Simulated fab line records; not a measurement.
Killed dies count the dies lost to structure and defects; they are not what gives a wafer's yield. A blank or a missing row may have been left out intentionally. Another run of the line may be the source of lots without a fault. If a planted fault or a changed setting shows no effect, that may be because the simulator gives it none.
A struck lot beside a sound one / flow sky130 / 30 steps out of a route of 708
Sound: the wafers L291.2, L291.3, L291.4. The struck wafers were L296.1, L296.2, L296.6. The cause is named last.
Each step with rows lists, per side, the tool, then ch with its chambers, then its first start. Under that, the readings that differ: sound wafers / struck wafers / difference of the means / sigmas: that difference in standard deviations of wafers without a fault.
alike: readings with means less than 2 such deviations apart, plus words and numbers identical on both sides. not compared: withheld readings, readings lacking a value on some wafer, bounds such as >300 that could conceal the same value, and numbers that have no deviation in the record and whose values overlap.
The two part at a step that has a row with sigmas, a row that says differs or no value, or rows on one side only. When numbers do not overlap yet have no deviation, they are printed without sigmas and do not part them. Lack of a reading on every wafer of one side parts them only where that side has two or more wafers.

SKY_PWDE_STRIP_09: strips in O2/N2.
  sound on plasma-asher-02 ch 0,1, day 6 18:24; struck on plasma-asher-03 ch 0,1, day 7 12:36
  alike: drypump-motor-current-A, oes-product-au, strip-time-to-endpoint-s
  not compared: rf-hours-counter-h
SKY_PWDE_TW_MEAS_10:
  sound on film-metro-01, day 6 18:31; struck on film-metro-04, day 7 12:42
reading=PWDE_TW; sound=385 384 384; struck=372 372 372; difference=-12; sigmas=-3
then, 7 steps without rows for these wafers: SKY_NWELL_DEHYDRATE_03 (time 60 s); SKY_NWELL_HMDS_04 (prime time 60 s); SKY_NWELL_COAT_05 (resist thk 3000 nm); SKY_NWELL_SOFTBAKE_06; SKY_NWELL_EXPOSE_07 (exposes mask NWM, target cd 840 nm); SKY_NWELL_PEB_08; SKY_NWELL_DEVELOP_09 (develop time 60 s).
SKY_NWELL_OVL_MEAS_10:
  sound on overlay-01, day 7 13:43; struck on overlay-01, day 8 08:51
  alike: NWELL_00_OVL
then, 2 steps without rows for these wafers: SKY_NWELL_IMPLANT_11; SKY_NWELL_IMPLANT_12.
SKY_NWELL_IMPLANT_13:
  sound on implanter-02 ch 0, day 7 14:04; struck on implanter-01 ch 0, day 8 09:11
reading=beam-on-s (s); sound=9.99 9.97 9.75; struck=12.76 12.51 12.73; difference=+2.76; sigmas=+14
reading=faraday-current-uA; sound=3.95 3.98 4.06; struck=3.10 3.14 3.10; difference=-0.88; sigmas=-12
SKY_NWELL_STRIP_14: strips in O2/N2.
  sound on plasma-asher-01 ch 0,1, day 7 14:11; struck on plasma-asher-01 ch 0,1, day 8 09:20
  alike: drypump-motor-current-A, oes-product-au, strip-time-to-endpoint-s
  not compared: rf-hours-counter-h
SKY_NWELL_TW_MEAS_15:
  sound on film-metro-04, day 7 14:18; struck on film-metro-02, day 8 09:26
  alike: NWELL_TW
then, 7 steps without rows for these wafers: SKY_NWELL_DEHYDRATE_16 (time 60 s); SKY_NWELL_HMDS_17 (prime time 60 s); SKY_NWELL_COAT_18 (resist thk 3000 nm); SKY_NWELL_SOFTBAKE_19; SKY_NWELL_EXPOSE_20 (exposes mask NWM COMPLEMENT, target cd 840 nm); SKY_NWELL_PEB_21; SKY_NWELL_DEVELOP_22 (develop time 60 s).
SKY_NWELL_OVL_MEAS_23:
  sound on overlay-02, day 8 09:43; struck on overlay-01, day 9 06:19
  alike: NWELL_01_OVL
then, 1 step without rows for these wafers: SKY_NWELL_IMPLANT_24.
SKY_NWELL_STRIP_25: strips in O2/N2.
  sound on plasma-asher-01 ch 0,1, day 8 09:54; struck on plasma-asher-02 ch 0,1, day 9 06:30
  alike: drypump-motor-current-A, oes-product-au, strip-time-to-endpoint-s
  not compared: rf-hours-counter-h
SKY_NWELL_TW_MEAS_26:
  sound on film-metro-02, day 8 10:01; struck on film-metro-02, day 9 06:36
  alike: NWELL_2_TW
then, 1 step without rows for these wafers: SKY_NWELL_CLEAN_27 (cleans in SC1/SC2, time 150 s).
SKY_NWELL_RTA_28: time 30 s.
  sound on rtp-anneal-01 ch 0, day 8 10:08; struck on rtp-anneal-01 ch 0, day 9 06:43
  alike: lamp-power-pct, wafer_temp_C_max
SKY_NWELL_RS_MEAS_29: measures by four-point-probe.
  sound on film-metro-02, day 8 10:14; struck on film-metro-02, day 9 06:49
reading=NWELL_RS (ohm/sq); sound=623.3 621.7 621.2; struck=619.2 618.7 618.3; difference=-3.3; sigmas=-2
-- the record jumps here: 40 days lie between the struck wafers' starts before and after (it left off in module NWELL and takes up again in module PAD_OPEN, whose first step shown is number 708 of the route) --
SKY_PAD_OPEN_PROBE_99:
  sound on prober-02, day 49 15:20; struck on prober-02, day 49 18:43
reading=killed-at-other; sound=0 2 1; struck=0 0 0; difference=-1; sigmas=-2
reading=model.etest.pfet_01v8_lvt.drive-ua-um; sound=175.7 171.8 173.6; struck=167.3 166.6 166.9; difference=-6.8; sigmas=
reading=model.etest.pfet_01v8_lvt.off-log10-a-um; sound=-8.932 -8.929 -8.944; struck=-9.588 -9.481 -9.494; difference=-0.586; sigmas=
reading=model.etest.pfet-g5v0d10v5.off-log10-a-um; sound=-12.42 -12.3 -12.53; struck=-13.3 -13.2 -13.43; difference=-0.9; sigmas=
reading=model.etest.pfet-g5v0d10v5.vt-sat-v (V); sound=-0.6112 -0.6056 -0.6239; struck=-0.7371 -0.7097 -0.7422; difference=-0.1161; sigmas=
reading=model.etest.pfet_16v.vt-v (V); sound=-1.093 -1.091 -1.093; struck=-1.173 -1.171 -1.175; difference=-0.081; sigmas=
reading=model.etest.pfet-g5v0d10v5.vt-v (V); sound=-0.8177 -0.8119 -0.8266; struck=-0.9101 -0.8849 -0.9149; difference=-0.0846; sigmas=
reading=model.etest.pfet-g5v0d10v5.vt-long-v (V); sound=-0.9272 -0.9225 -0.9254; struck=-0.9936 -0.9977 -1.002; difference=-0.0727; sigmas=
reading=model.etest.pfet_01v8_lvt.vt-sat-v (V); sound=-0.431 -0.4279 -0.4247; struck=-0.4965 -0.4922 -0.4913; difference=-0.0655; sigmas=
  alike: killed_at_M0_to_M3, killed_at_M4_up, killed-at-contacts, killed-at-front-end, killed-dies, killed-open, killed-short

WHERE THEY PART
At SKY_PWDE_TW_MEAS_10 first; at SKY_PAD_OPEN_PROBE_99 last (within this record only).

WHY: the cause the simulator had injected
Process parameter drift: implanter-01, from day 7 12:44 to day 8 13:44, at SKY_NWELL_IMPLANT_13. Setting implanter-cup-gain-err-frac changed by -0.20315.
